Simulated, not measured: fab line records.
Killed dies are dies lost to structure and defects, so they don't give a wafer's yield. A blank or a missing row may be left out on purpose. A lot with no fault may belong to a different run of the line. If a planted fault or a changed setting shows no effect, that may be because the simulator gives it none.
Matching of chambers    flow gf180mcu    4 sister chambers for GF_V1_CMP_04 on cmp-01
The step polishes SiO2. 4 wafers are shown with their chamber, then 7 later ones without.

== EACH WAFER AND ITS CHAMBER ==
wafer   chamber  motor_current_A (A)
L455.2  1        12.7
L455.3  2        14.0
L457.1  3        12.3
L457.2  0        12.2

== WAFERS MISSING THEIR CHAMBER ==
wafer   motor_current_A (A)
L457.4  12.5
L458.3  12.3
L458.5  12.1
L458.6  11.7
L468.2  10.5
L468.5  12.6
L468.6  14.3

== WHICH CHAMBER EACH ONE RAN IN ==
wafer   from the rows above                in truth
L457.4  can't be placed: 1 or 3 or 0 or 2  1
L458.3  can't be placed: 3 or 0 or 1       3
L458.5  can't be placed: 0 or 3 or 1       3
L458.6  can't be placed: 0 or 3 or 1       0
L468.2  can't be placed: 0 or 3 or 1       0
L468.5  can't be placed: 1 or 3 or 0 or 2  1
L468.6  can't be placed: 2 or 1            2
Placed correctly: 0 of 7. Can't be placed from these rows: 7 (the true chamber is among the candidates in 7). Placed wrongly: 0.
How it was worked out, from the rows above alone: a wafer's distance from a chamber is the root of the sum, over the readings, of the square of ((its reading less the chamber's mean) divided by the reading's scatter). The wafer belongs to the nearest chamber; if the next one is less than 2 further off, it can't be placed. The mean given for a chamber averages the wafers shown for that chamber. The scatter: root of mean squared gap, hidden wafer to nearest shown wafer, with one shown wafer a chamber.
